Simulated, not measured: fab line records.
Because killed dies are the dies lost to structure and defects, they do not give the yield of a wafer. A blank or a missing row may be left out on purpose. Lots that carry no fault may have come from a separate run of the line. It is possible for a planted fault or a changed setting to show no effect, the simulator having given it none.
Which tool was responsible? | flow sky130 | 36 wafers sampled from 12 lots at 1 step of a route of 708

## WHAT THE GAUGES SHOWED, per wafer
SKY_VIA1_RS_MEAS_22: a four-point-probe measurement.
lot  | measured     | on            | VIA1_W_RS (ohm/sq)
L076 | day 34 12:14 | film_metro-04 | 0.423 0.431 0.424
L078 | day 35 00:28 | film_metro-03 | 0.415 0.421 0.419
L079 | day 35 15:36 | film_metro-04 | 0.439 0.438 0.435
L081 | day 35 22:12 | film_metro-04 | 0.423 0.420 0.419
L083 | day 36 12:10 | film_metro-02 | 0.418 0.422 0.423
L085 | day 37 08:13 | film_metro-03 | 0.425 0.425 0.425
L087 | day 37 14:14 | film_metro-02 | 0.430 0.426 0.425
L090 | day 39 06:35 | film_metro-02 | 0.425 0.429 0.427
L091 | day 39 14:17 | film_metro-03 | 0.427 0.427 0.423
L094 | day 39 21:47 | film_metro-04 | 0.415 0.423 0.416
L096 | day 40 10:41 | film_metro-02 | 0.415 0.422 0.417
L097 | day 41 01:04 | film_metro-02 | 0.415 0.418 0.422

## WHICH TOOL RAN EACH LOT (tool, then ch and the chambers of the sampled wafers, then the start)
The record holds no process step before these readings.

## THE ANSWER, worked out from the rows above alone
Rule: usual is defined by the lots themselves. Put in order of their means at a reading, lots are off if they are a third of the lots or fewer, leave a main group of 4 or more, and stand apart from it by a gap of 3 or more times the standard deviation of the main group's means; of several such gaps the widest counts. A main group whose means are all the same, to the digits that the tables above print for the reading, isn't used. A lot without any number at a reading at which 4 lots or more have one is off too. Any other lot the step has rows for is counted as sound.
No lot is off at any reading shown: from this, nothing can be told.

## WHAT WAS PUT IN BY THE SIMULATOR
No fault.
